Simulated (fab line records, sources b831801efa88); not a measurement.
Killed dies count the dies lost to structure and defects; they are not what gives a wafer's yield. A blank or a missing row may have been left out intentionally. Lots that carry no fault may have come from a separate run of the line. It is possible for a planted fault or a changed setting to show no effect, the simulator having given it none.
fab line records	flow sky130
record: lots: 7	wafers: 21	last_day: 50
route steps=708 shown VT_ADJUST_HVTP@89 VT_ADJUST_LVTN@97 PAD_OPEN@708
lots that met no fault: taken from a fault-free run of the same line
start_h: hours from the record's first day to the start of the lot's first wafer shown	wait_h: hours since the lot's step before	" unchanged from the row above	L1.1+2: several wafers, shown together as one row	- no value present, or no start provided	* or withheld: withheld	< > ~ a bound
route shown NAME@n: names a module that has steps shown in the file, with the first one's number in the route	usual: mean/standard deviation taken from wafers without a fault	same: alike in all rows	chamber/n: place in a boat	sites: the reading at each site	_std_site: their standard deviation	_edge_site: the outer-site mean with the inner-site mean subtracted	radius_mm: for every site, how far away it sits from the centre of the wafer	mask NAME#n: copy n	behind: tool/chamber where the wafer was last shaped	hold: why the lot was held/for how many hours/how that ended	device: the n, p or np transistor that did not switch	end of line: the same wafers' tests at the end of the route	where a step has no rows: the recipe by itself	killed: count of dies lost to structure and defects at first sort (not the wafer's yield)	map: per-die view of a wafer (x killed, . not killed, _ where there is no die)
set.NAME: the setting that was run; set.NAME@STEP: the one run at that earlier step	model.NAME: the simulator's own value behind a step, which no gauge read
lots at selected steps of the route; one table per step, one row per wafer
services: when a tool's chamber went out of use (start_h, in hours from the record's first day, below 0 if earlier), for how many hours, and the reason
== steps ==
step: SKY_VT_ADJUST_HVTP_EXPOSE_04
recipe: mask_id: HVTPM	na: 0.6	source_shape: conventional	sigma_outer: 0.6	polarization: unpolarized	target_cd_nm: 380	dose_mj: 140
step: SKY_VT_ADJUST_HVTP_PEB_05
recipe: temp_c: withheld	time_s: *	resist: NOVOLAK
step: SKY_VT_ADJUST_HVTP_DEVELOP_06
recipe: resist: NOVOLAK	developer: TMAH	develop_time_s: 60	dev_temp_c: 23
step: SKY_VT_ADJUST_HVTP_CD_MEAS_07
recipe: target_cd_nm: 380
usual: cd_nm: 380.0/2.5
lot.wafer	tool	chamber	start_h	wait_h	cd_nm
L677.3	cd_sem-02	-	150.55	0.1	379.7
L677.5	"	-	"	"	377.9
L677.6	"	-	"	"	376.9
L683.2	cd_sem-01	-	184.23	0.1	378.2
L683.3	"	-	"	"	379.5
L683.5	"	-	"	"	382.4
L688.1	cd_sem-02	-	215.96	0.1	380.9
L688.5	"	-	"	"	379.7
L688.6	"	-	"	"	379.4
L691.3	cd_sem-01	-	237.35	0.1	377.7
L691.5	"	-	"	"	379.2
L691.6	"	-	"	"	377.9
L694.4	cd_sem-01	-	254.27	0.1	378.3
L694.5	"	-	"	"	380.5
L694.6	"	-	"	"	377.6
L695.1	cd_sem-01	-	258.37	0.1	380.9
L695.2	"	-	"	"	381.3
L695.6	"	-	"	"	380.1
L696.1	cd_sem-02	-	266.91	0.1	380.9
L696.2	"	-	"	"	381.7
L696.6	"	-	"	"	379.9
step: SKY_VT_ADJUST_HVTP_OVL_MEAS_08
usual: VT_ADJUST_HVTP_OVL: 0.3/1.4
lot.wafer	tool	chamber	start_h	wait_h	VT_ADJUST_HVTP_OVL[nm]
L677.3	overlay-01	-	150.64	0.1	2.1
L677.5	"	-	"	"	3.2
L677.6	"	-	"	"	0.0
L683.2	overlay-02	-	184.33	0.1	0.2
L683.3	"	-	"	"	0.2
L683.5	"	-	"	"	-1.7
L688.1	overlay-02	-	216.08	0.1	0.0
L688.5	"	-	"	"	-1.0
L688.6	"	-	"	"	1.3
L691.3	overlay-02	-	237.45	0.1	0.7
L691.5	"	-	"	"	-2.7
L691.6	"	-	"	"	0.1
L694.4	overlay-02	-	254.35	0.1	1.2
L694.5	"	-	"	"	0.9
L694.6	"	-	"	"	-0.1
L695.1	overlay-01	-	258.49	0.1	0.3
L695.2	"	-	"	"	-0.1
L695.6	"	-	"	"	-0.6
L696.1	overlay-01	-	267.03	0.1	-0.5
L696.2	"	-	"	"	-1.3
L696.6	"	-	"	"	0.3
step: SKY_VT_ADJUST_HVTP_IMPLANT_09
recipe: species: As	energy_kev: 150	dose_cm2: 4.3e+12	tilt_deg: withheld
step: SKY_VT_ADJUST_HVTP_STRIP_10
recipe: chemistry: O2/N2	power_w: 1400	pressure_mtorr: 1500	platen_temp_c: withheld	o2_flow_sccm: 3000	n2_flow_sccm: 300	overash_fraction: 0.5
usual: drypump_motor_current_A: 5.6/0.49	oes_product_au: 0.716/0.0043	strip_time_to_endpoint_s: 14.17/0.036
lot.wafer	tool	chamber	start_h	wait_h	drypump_motor_current_A	oes_product_au	rf_hours_counter_h	strip_time_to_endpoint_s
L677.3	plasma_asher-01	0	150.85	0.1	5.3	0.711	-	14.18
L677.5	"	0	"	"	5.3	0.713	-	14.20
L677.6	"	1	"	"	6.5	0.712	-	14.21
L683.2	plasma_asher-03	0	184.51	0.1	5.6	0.714	50	14.11
L683.3	"	0	"	"	5.6	0.713	-	14.16
L683.5	"	0	"	"	5.6	0.717	-	14.13
L688.1	plasma_asher-01	0	216.26	0.1	5.3	0.716	10	14.12
L688.5	"	0	"	"	5.3	0.711	-	14.13
L688.6	"	1	"	"	6.5	0.713	-	14.14
L691.3	plasma_asher-03	1	237.65	0.1	5.1	0.721	-	14.20
L691.5	"	0	"	"	5.6	0.722	-	14.20
L691.6	"	1	"	"	5.1	0.705	-	14.20
L694.4	plasma_asher-04	0	254.55	0.1	5.0	0.715	-	14.13
L694.5	"	1	"	"	5.7	0.717	-	14.11
L694.6	"	0	"	"	5.0	0.716	-	14.15
L695.1	plasma_asher-04	0	259.79	0.1	5.0	0.717	41	14.23
L695.2	"	1	"	"	5.6	0.713	41	14.15
L695.6	"	0	"	"	5.0	0.724	-	14.19
L696.1	plasma_asher-01	1	267.22	0.1	6.5	0.721	14	14.15
L696.2	"	0	"	"	5.3	0.723	14	14.15
L696.6	"	1	"	"	6.5	0.722	-	14.14
step: SKY_VT_ADJUST_HVTP_TW_MEAS_11
usual: VT_ADJUST_HVTP_TW: 1356/11
lot.wafer	tool	chamber	start_h	wait_h	VT_ADJUST_HVTP_TW
L677.3	film_metro-04	-	150.93	0.1	1350
L677.5	"	-	"	"	1346
L677.6	"	-	"	"	1354
L683.2	film_metro-04	-	184.62	0.1	1345
L683.3	"	-	"	"	1343
L683.5	"	-	"	"	1346
L688.1	film_metro-02	-	216.36	0.1	1350
L688.5	"	-	"	"	1350
L688.6	"	-	"	"	1352
L691.3	film_metro-01	-	237.74	0.1	1375
L691.5	"	-	"	"	1370
L691.6	"	-	"	"	1360
L694.4	film_metro-02	-	254.65	0.1	1364
L694.5	"	-	"	"	1360
L694.6	"	-	"	"	1352
L695.1	film_metro-02	-	259.89	0.1	1360
L695.2	"	-	"	"	1351
L695.6	"	-	"	"	1359
L696.1	film_metro-01	-	267.32	0.1	1382
L696.2	"	-	"	"	1379
L696.6	"	-	"	"	1381
step: SKY_VT_ADJUST_LVTN_DEHYDRATE_00
recipe: temp_c: 199.3	time_s: 60
step: SKY_VT_ADJUST_LVTN_HMDS_01
recipe: prime_time_s: 60	prime_temp_c: 120
step: SKY_VT_ADJUST_LVTN_COAT_02
recipe: spin_rpm: 2000	resist_thk_nm: 3000
step: SKY_VT_ADJUST_LVTN_SOFTBAKE_03
recipe: temp_c: 110	time_s: withheld
step: SKY_VT_ADJUST_LVTN_EXPOSE_04
recipe: mask_id: NWM_COMPLEMENT_LESS_NATIVE	na: 0.6	source_shape: conventional	sigma_outer: 0.6	polarization: unpolarized	target_cd_nm: 840	dose_mj: 194
same: na: 0.6
lot.wafer	tool	chamber	start_h	wait_h	mask	model.VT_ADJUST_LVTN.overlay_x_nm
L677.3+5+6	iline_stepper-01	0	161.16	-	NWM_COMPLEMENT_LESS_NATIVE#0	1.578
L683.2+3+5	iline_stepper-02	0	195.60	-	NWM_COMPLEMENT_LESS_NATIVE#0	1.441
L688.1+5+6	iline_stepper-02	0	227.37	-	NWM_COMPLEMENT_LESS_NATIVE#0	190.1
L691.3+5+6	iline_stepper-02	0	249.53	-	NWM_COMPLEMENT_LESS_NATIVE#0	189.9
L694.4+5+6	iline_stepper-01	0	267.08	-	NWM_COMPLEMENT_LESS_NATIVE#0	-1.623
L695.1+2+6	iline_stepper-02	0	272.08	-	NWM_COMPLEMENT_LESS_NATIVE#0	192.6
L696.1+2+6	iline_stepper-01	0	279.68	-	NWM_COMPLEMENT_LESS_NATIVE#0	-0.8193
step: SKY_VT_ADJUST_LVTN_PEB_05
recipe: temp_c: 115	time_s: withheld
step: SKY_VT_ADJUST_LVTN_DEVELOP_06
recipe: wall_angle_deg: 90	developer: TMAH	develop_time_s: 60	dev_temp_c: 23
step: SKY_VT_ADJUST_LVTN_OVL_MEAS_07
usual: VT_ADJUST_LVTN_OVL: 0.1/1.2
lot.wafer	tool	chamber	start_h	wait_h	VT_ADJUST_LVTN_OVL[nm]
L677.3	overlay-01	-	170.82	-	2.0
L677.5	"	-	"	"	1.7
L677.6	"	-	"	"	4.0
L683.2	overlay-01	-	206.31	-	0.8
L683.3	"	-	"	"	0.3
L683.5	"	-	"	"	0.4
L688.1	overlay-02	-	239.27	-	190.8
L688.5	"	-	"	"	189.1
L688.6	"	-	"	"	190.9
L691.3	overlay-02	-	261.88	-	188.7
L691.5	"	-	"	"	189.2
L691.6	"	-	"	"	190.0
L694.4	overlay-01	-	278.74	-	1.1
L694.5	"	-	"	"	0.9
L694.6	"	-	"	"	-1.4
L695.1	overlay-02	-	283.97	-	191.2
L695.2	"	-	"	"	191.1
L695.6	"	-	"	"	190.6
L696.1	overlay-01	-	292.42	-	1.3
L696.2	"	-	"	"	0.5
L696.6	"	-	"	"	1.0
step: SKY_VT_ADJUST_LVTN_IMPLANT_08
recipe: species: B	energy_kev: 30	dose_cm2: 1.57e+12	tilt_deg: withheld
step: SKY_PAD_OPEN_PROBE_99
usual: killed_at_M0_to_M3: 42/7.2	killed_at_M4_up: 3.5/1.8	killed_at_contacts: 25/5.7	killed_at_front_end: 16/4.6	killed_at_other: 0.2/0.41	killed_dies: 86/9.3	killed_on_rim: 17/3.9	killed_open: 47/6.3	killed_short: 39/5.9
same: gross_dies: 492	killed_at_back_side: 0
lot.wafer	tool	chamber	start_h	wait_h	killed_at_M0_to_M3	killed_at_M4_up	killed_at_contacts	killed_at_front_end	killed_at_other	killed_dies	killed_on_rim	killed_open	killed_short	model.etest.sram_pfet_latch.off_log10_a_um	model.etest.sram_pfet_latch.vt_sat_v	model.etest.sram_pfet_latch.vt_v
L677.3	prober-01	-	1106.25	0.2	45	1	27	12	0	85	17	53	32	-13.15	-0.7983	-0.9201
L677.5	prober-01	-	1106.35	0.2	42	2	15	25	0	84	12	40	44	-13.03	-0.7893	-0.9194
L677.6	prober-01	-	1106.40	0.2	47	3	25	11	1	87	18	47	40	-12.96	-0.7783	-0.9059
L683.2	prober-01	-	1143.91	0.1	58	1	22	13	0	94	22	57	37	-12.76	-0.7749	-0.9036
L683.3	prober-01	-	1143.96	0.2	43	3	19	15	0	80	22	39	41	-12.68	-0.7572	-0.8861
L683.5	prober-01	-	1144.06	0.2	50	6	29	21	0	106	25	55	51	-12.41	-0.7542	-0.8853
L688.1	prober-02	-	1169.83	0.1	52	3	26	20	0	101	19	51	46	-12.14	-0.7312	-0.8752
L688.5	prober-02	-	1170.03	0.2	50	4	36	13	0	103	21	48	51	-12.46	-0.7621	-0.9126
L688.6	prober-02	-	1170.08	0.2	31	6	26	27	0	90	20	45	40	-12.17	-0.7424	-0.8877
L691.3	prober-01	-	1182.12	0.2	43	4	22	17	1	87	24	40	43	-12.48	-0.7443	-0.8825
L691.5	prober-01	-	1182.22	0.2	43	3	33	9	1	89	16	42	45	-12.48	-0.7665	-0.905
L691.6	prober-01	-	1182.27	0.2	43	5	24	22	0	94	20	44	43	-12.34	-0.7518	-0.8936
L694.4	prober-02	-	1191.84	0.2	35	3	27	14	0	79	12	44	35	-13.06	-0.7909	-0.9203
L694.5	prober-02	-	1191.89	0.2	36	7	22	14	1	80	19	38	42	-12.96	-0.7803	-0.9081
L694.6	prober-02	-	1191.94	0.2	56	2	18	17	1	94	20	50	44	-12.89	-0.7839	-0.9111
L695.1	prober-01	-	1193.59	0.1	31	3	27	23	0	84	20	41	37	-12.27	-0.7389	-0.8923
L695.2	prober-01	-	1193.64	0.1	46	0	28	22	0	96	15	50	39	-12.38	-0.7457	-0.8869
L695.6	prober-01	-	1193.84	0.2	40	3	23	16	0	82	16	45	31	-12.06	-0.7168	-0.8672
L696.1	prober-02	-	1200.62	0.1	29	3	19	11	0	62	11	38	24	-12.45	-0.7609	-0.8959
L696.2	prober-02	-	1200.67	0.1	28	4	26	14	0	72	13	42	30	-12.55	-0.7602	-0.8971
L696.6	prober-02	-	1200.87	0.2	18	4	22	16	0	60	8	34	26	-12.88	-0.8072	-0.9432
killed by level:class
L677.3 CONTACT:geometric_particle:open=12 VIA1:geometric_particle:open=12 LI_CONTACT:geometric_particle:open=8 METAL1:geometric_particle:short=6 VIA2:geometric_particle:open=6 VIA1:geometric_particle:short=5 METAL2:geometric_particle:short=4 VIA3:geometric_particle:open=4
L677.5 VIA1:geometric_particle:open=13 FIELD_ISO:geometric_particle:short=8 VIA1:geometric_particle:short=8 POLY_GATE:geometric_particle:short=5 LOCAL_INTERCONNECT:geometric_particle:open=5 CONTACT:geometric_particle:open=5 METAL1:geometric_particle:short=5 POLY_GATE:geometric_particle:open=4
L677.6 VIA1:geometric_particle:open=11 CONTACT:geometric_particle:open=9 CONTACT:geometric_particle:short=6 METAL1:geometric_particle:short=6 VIA3:geometric_particle:open=6 METAL3:geometric_particle:short=5 METAL2:geometric_particle:short=5 VIA2:geometric_particle:open=5
L683.2 VIA1:geometric_particle:open=14 CONTACT:geometric_particle:open=11 VIA2:geometric_particle:open=8 METAL3:geometric_particle:short=7 METAL1:geometric_particle:short=7 LI_CONTACT:geometric_particle:open=6 VIA1:geometric_particle:short=6 METAL2:geometric_particle:open=6
L683.3 POLY_GATE:geometric_particle:short=8 CONTACT:geometric_particle:open=8 METAL1:geometric_particle:short=6 VIA2:geometric_particle:open=6 VIA1:geometric_particle:open=6 METAL2:geometric_particle:short=6 LI_CONTACT:geometric_particle:open=5 VIA3:geometric_particle:open=5
L683.5 VIA1:geometric_particle:open=13 CONTACT:geometric_particle:open=11 VIA1:geometric_particle:short=10 POLY_GATE:geometric_particle:short=6 LI_CONTACT:geometric_particle:open=6 METAL1:geometric_particle:short=6 VIA3:geometric_particle:open=6 FIELD_ISO:geometric_particle:short=5
L688.1 VIA1:geometric_particle:open=11 LI_CONTACT:geometric_particle:open=9 VIA2:geometric_particle:open=9 POLY_GATE:geometric_particle:short=8 CONTACT:geometric_particle:open=8 VIA3:geometric_particle:open=6 METAL2:geometric_particle:short=6 VIA2:geometric_particle:short=5
L688.5 CONTACT:geometric_particle:open=15 VIA1:geometric_particle:open=9 VIA1:geometric_particle:short=8 LI_CONTACT:geometric_particle:open=6 VIA2:geometric_particle:open=6 LI_CONTACT:geometric_particle:short=5 LOCAL_INTERCONNECT:geometric_particle:short=5 CONTACT:geometric_particle:short=5
L688.6 VIA1:geometric_particle:open=7 METAL1:geometric_particle:short=7 LI_CONTACT:geometric_particle:open=7 FIELD_ISO:geometric_particle:open=6 CONTACT:geometric_particle:short=6 VIA3:geometric_particle:open=6 FIELD_ISO:geometric_particle:short=5 METAL4:geometric_particle:short=5
L691.3 VIA1:geometric_particle:open=10 LOCAL_INTERCONNECT:geometric_particle:short=7 VIA2:geometric_particle:short=6 FIELD_ISO:geometric_particle:short=5 LI_CONTACT:geometric_particle:open=5 VIA1:geometric_particle:short=5 VIA2:geometric_particle:open=5 LI_CONTACT:geometric_particle:short=4
L691.5 VIA1:geometric_particle:open=10 CONTACT:geometric_particle:open=9 LOCAL_INTERCONNECT:geometric_particle:short=9 METAL1:geometric_particle:short=9 LI_CONTACT:geometric_particle:open=6 METAL2:geometric_particle:short=6 VIA2:geometric_particle:open=6 CONTACT:geometric_particle:short=5
L691.6 VIA1:geometric_particle:open=10 CONTACT:geometric_particle:open=8 METAL2:geometric_particle:short=7 VT_ADJUST_LVTN:overlay=7 VIA2:geometric_particle:open=6 LI_CONTACT:geometric_particle:open=5 METAL1:geometric_particle:short=5 VIA2:geometric_particle:short=5
L694.4 LI_CONTACT:geometric_particle:open=11 POLY_GATE:geometric_particle:open=8 METAL1:geometric_particle:short=7 VIA3:geometric_particle:open=7 CONTACT:geometric_particle:short=6 CONTACT:geometric_particle:open=5 VIA1:geometric_particle:short=5 LOCAL_INTERCONNECT:geometric_particle:short=5
L694.5 CONTACT:geometric_particle:open=10 VIA1:geometric_particle:open=7 METAL4:geometric_particle:short=6 METAL2:geometric_particle:short=6 LOCAL_INTERCONNECT:geometric_particle:short=5 VIA1:geometric_particle:short=5 VIA3:geometric_particle:open=4 FIELD_ISO:geometric_particle:short=3
L694.6 VIA3:geometric_particle:open=14 VIA1:geometric_particle:open=10 POLY_GATE:geometric_particle:short=7 LI_CONTACT:geometric_particle:open=7 VIA2:geometric_particle:open=7 METAL2:geometric_particle:short=6 VIA1:geometric_particle:short=6 METAL3:geometric_particle:short=4
L695.1 CONTACT:geometric_particle:open=11 LI_CONTACT:geometric_particle:open=8 FIELD_ISO:geometric_particle:short=6 VIA1:geometric_particle:open=6 VIA2:geometric_particle:open=6 VT_ADJUST_LVTN:overlay=6 METAL2:geometric_particle:short=5 POLY_GATE:geometric_particle:open=4
L695.2 VIA1:geometric_particle:open=13 CONTACT:geometric_particle:open=13 VT_ADJUST_LVTN:overlay=7 VIA3:geometric_particle:open=6 LI_CONTACT:geometric_particle:open=6 METAL1:geometric_particle:short=6 METAL2:geometric_particle:short=6 FIELD_ISO:geometric_particle:short=5
L695.6 VIA2:geometric_particle:open=9 LI_CONTACT:geometric_particle:open=8 CONTACT:geometric_particle:open=8 VIA1:geometric_particle:short=6 VIA1:geometric_particle:open=6 VIA3:geometric_particle:open=6 VT_ADJUST_LVTN:overlay=6 LI_CONTACT:geometric_particle:short=3
L696.1 VIA1:geometric_particle:open=8 LI_CONTACT:geometric_particle:open=7 CONTACT:geometric_particle:open=5 VIA3:geometric_particle:open=5 FIELD_ISO:geometric_particle:open=4 POLY_GATE:geometric_particle:open=4 LI_CONTACT:geometric_particle:short=4 VIA2:geometric_particle:open=4
L696.2 VIA2:geometric_particle:open=9 LI_CONTACT:geometric_particle:open=8 CONTACT:geometric_particle:short=8 VIA1:geometric_particle:open=8 CONTACT:geometric_particle:open=7 POLY_GATE:geometric_particle:short=6 METAL1:geometric_particle:short=5 FIELD_ISO:geometric_particle:short=4
L696.6 VIA3:geometric_particle:open=7 LI_CONTACT:geometric_particle:open=6 CONTACT:geometric_particle:open=6 FIELD_ISO:geometric_particle:open=4 POLY_GATE:geometric_particle:short=4 LOCAL_INTERCONNECT:geometric_particle:short=4 METAL4:geometric_particle:short=4 LI_CONTACT:geometric_particle:short=3
== services ==
tool	chamber	start_h	hours	kind
plasma_asher-04	-	163.58	28.1	pm
plasma_asher-03	-	188.70	0.5	repair
iline_stepper-02	-	195.97	1.2	repair
plasma_asher-03	-	197.39	1.3	repair
iline_stepper-01	-	222.45	2.4	repair
plasma_asher-03	-	227.62	7.7	repair
iline_stepper-01	-	229.81	1.7	pm
plasma_asher-01	-	233.73	14.6	pm
plasma_asher-04	-	235.30	14.6	pm
iline_stepper-02	-	261.11	1.7	pm
== key ==
first_sign: step: SKY_VT_ADJUST_LVTN_OVL_MEAS_07	reading: VT_ADJUST_LVTN_OVL	direction: up	sigmas: 99+	usual: 0.1	struck: 190.2
effect none on later readings
model_effect: step: SKY_VT_ADJUST_LVTN_EXPOSE_04	value: VT_ADJUST_LVTN.overlay_x_nm	without: 0.2436	struck: 190.8
model_effect: step: SKY_PAD_OPEN_PROBE_99	value: etest.sram_pfet_latch.off_log10_a_um	without: -12.74	struck: -12.31
met_at SKY_VT_ADJUST_LVTN_EXPOSE_04
struck_wafers L688.1,L688.5,L688.6,L691.3,L691.5,L691.6,L695.1,L695.2,L695.6
tester_left_out L688,L691,L695
onset_between 195.60 227.37
fault: kind: scanner_matching_overlay	tool: iline_stepper-02	chamber: -	onset_h: 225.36	steps: SKY_VT_ADJUST_LVTN_EXPOSE_04	offset: 190.6
tester_left_out: of these lots the tester's yield and bins aren't shown, on N5 and GAA mostly nor the transistor test; their killed dies are dies lost to structure and defects alone, not to doping, threshold or leakage, so they don't give the yield
